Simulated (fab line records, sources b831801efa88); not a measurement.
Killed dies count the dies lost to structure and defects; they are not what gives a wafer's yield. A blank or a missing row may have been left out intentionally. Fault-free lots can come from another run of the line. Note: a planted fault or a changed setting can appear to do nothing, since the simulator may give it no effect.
Which of the tools did it? -- flow gf180mcu -- 39 wafers from 13 lots sampled at 6 of the route's 602 steps

## WHAT THE GAUGES READ, wafer by wafer
GF_VT_IMPLANT_OVL_MEAS_40. Usual: for VT_IMPLANT_03_OVL the level is -0.7 nm and the standard deviation is 1.2.
lot,measured,on,VT_IMPLANT_03_OVL (nm),flag
L657,day 7 14:13,overlay-01,-1.1 -0.5 -1.6,
L660,day 8 08:47,overlay-01,0.5 0.1 0.5,
L662,day 8 20:01,overlay-01,-0.5 0.8 -1.5,
L663,day 9 14:31,overlay-01,1.2 0.0 0.3,
L665,day 9 19:49,overlay-01,-3.8 -1.7 -1.6,
L669,day 10 23:07,overlay-02,1.2 -1.1 -1.9,
L672,day 11 18:22,overlay-02,0.5 -0.9 -0.3,
L673,day 12 01:37,overlay-02,-2.5 -2.7 -0.9,
L675,day 12 15:58,overlay-02,-1.8 -1.6 0.7,
L676,day 12 20:20,overlay-01,-2.0 -2.9 -0.4,
L677,day 13 03:31,overlay-01,0.9 -0.2 -1.4,
L679,day 13 16:32,overlay-01,-1.8 -1.8 -3.1,
L680,day 13 23:14,overlay-01,-0.1 0.6 0.3,

GF_VT_IMPLANT_RS_MEAS_47: a four-point-probe measurement. Usual: for NWELL_RS the level is 487.5 ohm/sq and the standard deviation is 1.2.
lot,measured,on,NWELL_RS (ohm/sq),flag
L657,day 7 14:50,film-metro-01,486.2 486.3 488.4,
L660,day 8 09:26,film-metro-04,489.1 488.7 488.6,
L662,day 8 20:37,film-metro-04,486.1 486.6 486.6,
L663,day 9 15:07,film-metro-04,490.2 488.8 489.3,
L665,day 9 20:26,film-metro-04,487.6 486.3 486.2,
L669,day 10 23:48,film-metro-01,488.5 489.5 488.2,
L672,day 11 18:58,film-metro-01,487.2 487.6 489.6,
L673,day 12 02:14,film-metro-01,485.7 486.7 486.0,
L675,day 12 16:35,film-metro-02,487.8 486.7 486.9,
L676,day 12 20:57,film-metro-02,487.7 488.4 488.0,
L677,day 13 04:08,film-metro-02,487.6 488.0 488.5,
L679,day 13 17:08,film-metro-04,486.9 487.2 488.5,
L680,day 13 23:52,film-metro-04,487.0 487.5 488.0,

GF_HV_LDD_CD_MEAS_46: target cd 400 nm. Usual: cd-nm at 399.7 nm, with a standard deviation of 2.6.
lot,measured,on,cd-nm (nm),flag
L657,day 12 09:46,cd-sem-01,400.0 399.0 400.6,
L660,day 13 07:33,cd-sem-01,400.2 400.8 400.1,
L662,day 13 22:22,cd-sem-01,396.2 398.3 395.5,
L663,day 14 19:55,cd-sem-01,396.6 397.3 397.9,
L665,day 15 02:17,cd-sem-01,398.9 401.1 400.4,
L669,day 16 12:03,cd-sem-01,- - -,OFF
L672,day 17 14:55,cd-sem-02,398.2 398.8 397.6,
L673,day 17 21:03,cd-sem-01,399.7 397.6 400.1,
L675,day 18 17:25,cd-sem-02,402.3 401.3 401.9,
L676,day 18 19:36,cd-sem-01,396.6 398.0 397.1,
L677,day 19 04:05,cd-sem-02,400.1 399.9 399.0,
L679,day 19 18:00,cd-sem-02,400.6 399.1 399.9,
L680,day 20 00:24,cd-sem-02,394.4 394.4 394.6,

GF_HV_LDD_TW_MEAS_50. Usual: for HV_LDD_4_TW the level is 569 and the standard deviation is 4.7.
lot,measured,on,HV_LDD_4_TW,flag
L657,day 12 10:10,film-metro-01,575 574 575,
L660,day 13 07:56,film-metro-02,573 573 572,
L662,day 13 22:46,film-metro-02,571 569 570,
L663,day 14 20:19,film-metro-04,568 565 565,
L665,day 15 02:41,film-metro-01,573 573 575,
L669,day 16 12:28,film-metro-01,30 30 30,OFF
L672,day 17 15:19,film-metro-01,570 568 570,
L673,day 17 21:28,film-metro-01,571 569 571,
L675,day 18 17:49,film-metro-02,563 567 562,
L676,day 18 20:01,film-metro-04,563 564 567,
L677,day 19 04:29,film-metro-02,566 562 566,
L679,day 19 21:25,film-metro-04,564 562 563,
L680,day 20 00:50,film-metro-04,562 564 563,

## TOOL THAT RAN EACH LOT (tool first, then ch and the chambers of the sampled wafers, then the start)
lot,GF_HV_LDD_EXPOSE_43,GF_HV_LDD_STRIP_49
L657,"iline-stepper-01 ch 0, day 12 00:23","plasma-asher-01 ch 0,1, day 12 10:04"
L660,"iline-stepper-02 ch 0, day 12 22:34","plasma-asher-02 ch 0,1, day 13 07:50"
L662,"iline-stepper-02 ch 0, day 13 12:31","plasma-asher-02 ch 0,1, day 13 22:40"
L663,"iline-stepper-02 ch 0, day 14 09:59","plasma-asher-04 ch 0,1, day 14 20:13"
L665,"iline-stepper-02 ch 0, day 14 15:56","plasma-asher-04 ch 1, day 15 02:35"
L669,"iline-stepper-02 ch 0, day 16 00:22","plasma-asher-04 ch 0,1, day 16 12:22"
L672,"iline-stepper-01 ch 0, day 17 03:14","plasma-asher-01 ch 0,1, day 17 15:13"
L673,"iline-stepper-01 ch 0, day 17 09:36","plasma-asher-02 ch 0,1, day 17 21:22"
L675,"iline-stepper-01 ch 0, day 18 05:44","plasma-asher-04 ch 0,1, day 18 17:43"
L676,"iline-stepper-02 ch 0, day 18 08:07","plasma-asher-02 ch 1, day 18 19:55"
L677,"iline-stepper-02 ch 0, day 18 16:46","plasma-asher-01 ch 0,1, day 19 04:23"
L679,"iline-stepper-02 ch 0, day 19 06:13","plasma-asher-02 ch 0,1, day 19 21:19"
L680,"iline-stepper-01 ch 0, day 19 12:22","plasma-asher-01 ch 0,1, day 20 00:43"
- GF_HV_LDD_EXPOSE_43: exposes mask Pplus HV AREA, target cd 400 nm.
- GF_HV_LDD_STRIP_49: strips in O2/N2.

## AS READ BY THE TOOLS THEMSELVES (means over the sampled wafers that have a number; for cases with no such wafer, the mark the record gives instead)
GF_HV_LDD_STRIP_49. Usual: drypump-motor-current-A 5.69 A, standard deviation 0.29; heater-power-w 339 W, standard deviation 21; oes-product-au 0.716 a.u., standard deviation 0.0048; strip-time-to-endpoint-s 12.63 s, standard deviation 0.031.
lot,tool,drypump-motor-current-A (A),heater-power-w (W),oes-product-au (a.u.),strip-time-to-endpoint-s (s),flag
L657,plasma-asher-01,5.73,302,0.715,12.62,
L660,plasma-asher-02,5.71,351,0.719,12.60,
L662,plasma-asher-02,5.72,345,0.717,12.69,
L663,plasma-asher-04,5.74,350,0.710,12.68,
L665,plasma-asher-04,5.72,346,0.720,12.59,
L669,plasma-asher-04,5.76,345,0.713,12.64,
L672,plasma-asher-01,5.73,299,0.718,12.59,
L673,plasma-asher-02,5.62,346,0.717,12.63,
L675,plasma-asher-04,5.79,354,0.718,12.62,
L676,plasma-asher-02,5.80,351,0.722,12.61,
L677,plasma-asher-01,5.74,297,0.717,12.61,
L679,plasma-asher-02,5.61,349,0.714,12.59,
L680,plasma-asher-01,5.74,300,0.717,12.61,

## THE ANSWER, worked out from the rows above alone
Rule: a lot counts as off when the mean over its wafers that have a number is more than 3 standard deviations away from the usual mean. A lot without any number at a reading at which 4 lots or more have one is off too. Where the step has rows for the other lots, those lots are counted as sound. The gauges are gone through in route order, then the tools' own readings, and for those a lot's mean is taken as printed above. The first step at which some lot is off is used, and at that step the reading that is off furthest; a lot without a number counts as furthest.
Off at GF_HV_LDD_CD_MEAS_46 (cd-nm): L669. Without a number there: L669.
If a tool, at a process step before that reading, ran all the lots that are off and no sound lot after the first of them, it fits. Not tried: the gauges at GF_HV_LDD_CD_MEAS_46; whatever is off there is also off at GF_HV_LDD_TW_MEAS_50, on other tools, and gauge error can't account for it. Not one of the candidates tried fits.

## WHAT HAD BEEN PUT IN BY THE SIMULATOR
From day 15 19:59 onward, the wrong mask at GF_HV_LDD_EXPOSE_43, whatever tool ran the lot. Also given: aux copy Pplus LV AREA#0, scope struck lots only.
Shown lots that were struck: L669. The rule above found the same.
